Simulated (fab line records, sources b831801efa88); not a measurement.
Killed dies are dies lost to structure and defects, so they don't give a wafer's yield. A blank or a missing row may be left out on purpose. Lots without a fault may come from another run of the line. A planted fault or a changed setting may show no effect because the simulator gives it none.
A struck lot beside a sound one | flow sky130 | 43 steps out of a route of 708
Sound: wafers L191.2, L191.4, L191.6. Struck: wafers L204.3, L204.5, L204.6. The cause comes at the end.
At each step with rows: each side's tool, then ch and its chambers, then its first start. Under that, the readings that differ: sound wafers | struck wafers | difference of the means | sigmas: that difference in standard deviations of wafers without a fault.
alike: readings whose means differ by less than 2 such deviations, and words and numbers that are the same on both sides. not compared: withheld readings, readings that some wafer has no value for, bounds like >300 that may hide the same value, and numbers for which the record gives no deviation and whose values overlap.
The two part at a step that has a row with sigmas, a row that says differs or no value, or rows on one side only. Numbers that don't overlap but have no deviation are shown without sigmas and don't part them. A reading that every wafer of one side lacks parts them only if that side has two wafers or more.

SKY_VIA4_BOW_MEAS_03:
  sound on film_metro-01, day 43 00:37; struck on film_metro-03, day 46 03:22
  alike: VIA4_BOW
then, 7 steps without rows for these wafers: SKY_VIA4_DEHYDRATE_04 (time 60 s); SKY_VIA4_HMDS_05 (prime time 60 s); SKY_VIA4_COAT_06 (resist thk 1140 nm); SKY_VIA4_SOFTBAKE_07 (time 60 s); SKY_VIA4_EXPOSE_08 (exposes mask VIM4, target cd 800 nm); SKY_VIA4_PEB_09; SKY_VIA4_DEVELOP_10 (develop time 60 s).
SKY_VIA4_OVL_MEAS_11:
  sound on overlay-01, day 43 23:28; struck on overlay-02, day 46 22:52
  alike: VIA4_OVL
then, 3 steps without rows for these wafers: SKY_VIA4_ETCH_12 (etches SiO2 in C4F8/O2/Ar, stops on TiN, target depth 580 nm); SKY_VIA4_STRIP_13 (strips in O2/N2); SKY_VIA4_STRIP_14 (strips in post etch residue remover, time 1200 s).
SKY_VIA4_CLEAN_15: cleans in IPA, time 180 s.
  sound on wet_bench-02 ch 2, day 44 00:02; struck on wet_bench-02 ch 0, day 46 23:25
then, 3 steps without rows for these wafers: SKY_VIA4_CLEAN_16 (cleans in O3/DIW); SKY_VIA4_SPUTTER_17 (material TiN, target thk 20 nm, time 80 s); SKY_VIA4_CVD_18 (deposits W, target thk 505 nm, time 152.14 s).
SKY_VIA4_RS_MEAS_19: measures by four-point-probe.
  sound on film_metro-03, day 44 00:26; struck on film_metro-01, day 46 23:49
  alike: VIA4_W_RS
SKY_VIA4_THK_MEAS_20: measures by xrf.
  sound on film_metro-03, day 44 00:32; struck on film_metro-01, day 46 23:55
  alike: VIA4_W_THK
then, 2 steps without rows for these wafers: SKY_VIA4_CMP_21 (polishes, stops on SiO2, t overpolish 25 s, target thk 0 nm); SKY_METAL5_SPUTTER_00 (material Ti, target thk 15 nm, time 10 s).
SKY_METAL5_SPUTTER_01: material TiN, target thk 20 nm, time 16.7 s.
  sound on pvd_sputter-03, day 44 00:55; struck on pvd_sputter-04, day 47 00:16
  alike: chamber_pressure_pa, throttle_valve_pct
SKY_METAL5_SPUTTER_02: material AlCu, target thk 1150 nm, time 61.2 s.
  sound on pvd_sputter-03, day 44 00:56; struck on pvd_sputter-04, day 47 00:18
  alike: chamber_pressure_pa, throttle_valve_pct
then, 1 step without rows for these wafers: SKY_METAL5_SPUTTER_03 (material Ti, target thk 5 nm, time 3.3 s).
SKY_METAL5_SPUTTER_04: material TiN, target thk 70 nm, time 58.3 s.
  sound on pvd_sputter-03, day 44 01:00; struck on pvd_sputter-04, day 47 00:22
  reading                  | sound                | struck               | difference | sigmas
  chamber_pressure_pa (Pa) | 0.3989 0.4008 0.3984 | 0.4003 0.4017 0.4015 | +0.0018    | +2
  alike: throttle_valve_pct
SKY_METAL5_RS_MEAS_05: measures by four-point-probe.
  sound on film_metro-02, day 44 01:04; struck on film_metro-04, day 47 00:28
  alike: METAL5_ALCU_RS
SKY_METAL5_THK_MEAS_06: measures by xrf.
  sound on film_metro-02, day 44 01:11; struck on film_metro-04, day 47 00:34
  alike: METAL5_ALCU_THK
then, 8 steps without rows for these wafers: SKY_METAL5_DEHYDRATE_07 (time 60 s); SKY_METAL5_HMDS_08 (prime time 60 s); SKY_METAL5_COAT_09 (resist thk 1800 nm); SKY_METAL5_SOFTBAKE_10 (time 60 s); SKY_METAL5_EXPOSE_11 (exposes mask MM5, target cd 1600 nm); SKY_METAL5_PEB_12; SKY_METAL5_DEVELOP_13 (develop time 60 s); SKY_METAL5_DESCUM_14 (chemistry O2, time 11 s).
SKY_METAL5_METAL_ETCH_15: etches the open film in Cl2/BCl3, stops on SiO2, target depth 1260 nm, time 252 s.
  sound on rie_metal-01 ch 1, day 44 22:22; struck on rie_metal-04 ch 0,1, day 47 20:37
  alike: chamber_pressure_mTorr, drypump_motor_current_A, oes_product_au, throttle_valve_pct
  not compared: rf_hours_counter_h
then, 5 steps without rows for these wafers: SKY_METAL5_STRIP_16 (strips in O2/N2); SKY_METAL5_STRIP_17 (strips in post etch residue remover, time 1200 s); SKY_METAL5_CLEAN_18 (cleans in IPA, time 180 s); SKY_METAL5_CLEAN_19 (cleans in O3/DIW); SKY_PASSIVATION_CVD_00 (deposits SiO2, target thk 90 nm).
SKY_PASSIVATION_THK_MEAS_01:
  sound on film_metro-03, day 44 23:14; struck on film_metro-02, day 47 21:24
  alike: PASSIVATION_CVD_00_THK
SKY_PASSIVATION_CVD_02: deposits Si3N4, target thk 540 nm.
  sound on pecvd-03 ch 0,2, day 44 23:17; struck on pecvd-03 ch 0,1,2, day 47 21:26
  alike: heater_power_w, susceptor_temp_C
SKY_PAD_OPEN_PROBE_99:
  sound on prober-02, day 46 20:04; struck on prober-01, day 49 13:13
  reading                               | sound             | struck            | difference | sigmas
  defect_limited_yield (%)              | 79.1 83.9 82.7    | 76.2 75.0 72.6    | -7.3       | -4
  killed_at_M4_up                       | 5 2 1             | 42 44 40          | +39        | +22
  killed_dies                           | 103 79 85         | 117 123 135       | +36        | +4
  sort_bin_3_pad_short (%)              | 0.8 0.2 0         | 4.5 4.3 4.1       | +4.0       | +9
  sort_bin_5_function (%)               | 11.6 8.9 9.6      | 12.2 14.8 15.7    | +4.2       | +3
  sort_n_pass                           | 389 413 407       | 375 369 357       | -36        | -4
  sort_yield_pct (%)                    | 79.1 83.9 82.7    | 76.2 75.0 72.6    | -7.3       | -4
  model.etest.tester.sort_n_pass        | 389 413 407       | 375 369 357       | -36        |
  model.etest.tester.sort_yield_pct (%) | 79.06 83.94 82.72 | 76.22 75 72.56    | -7.31      |
  model.etest.tester.sort_bin_3_pct (%) | 0.813 0.2033 0    | 4.472 4.268 4.065 | +3.930     |
  model.etest.tester.sort_bin_5_pct (%) | 11.59 8.943 9.553 | 12.2 14.84 15.65  | +4.2       |
  alike: killed_at_M0_to_M3, killed_at_contacts, killed_at_front_end, killed_at_other, killed_open, killed_short, sort_bin_6_memory

WHERE THEY PART
First at SKY_METAL5_SPUTTER_04; last, within this record, at SKY_PAD_OPEN_PROBE_99.

WHY: what the simulator had put in
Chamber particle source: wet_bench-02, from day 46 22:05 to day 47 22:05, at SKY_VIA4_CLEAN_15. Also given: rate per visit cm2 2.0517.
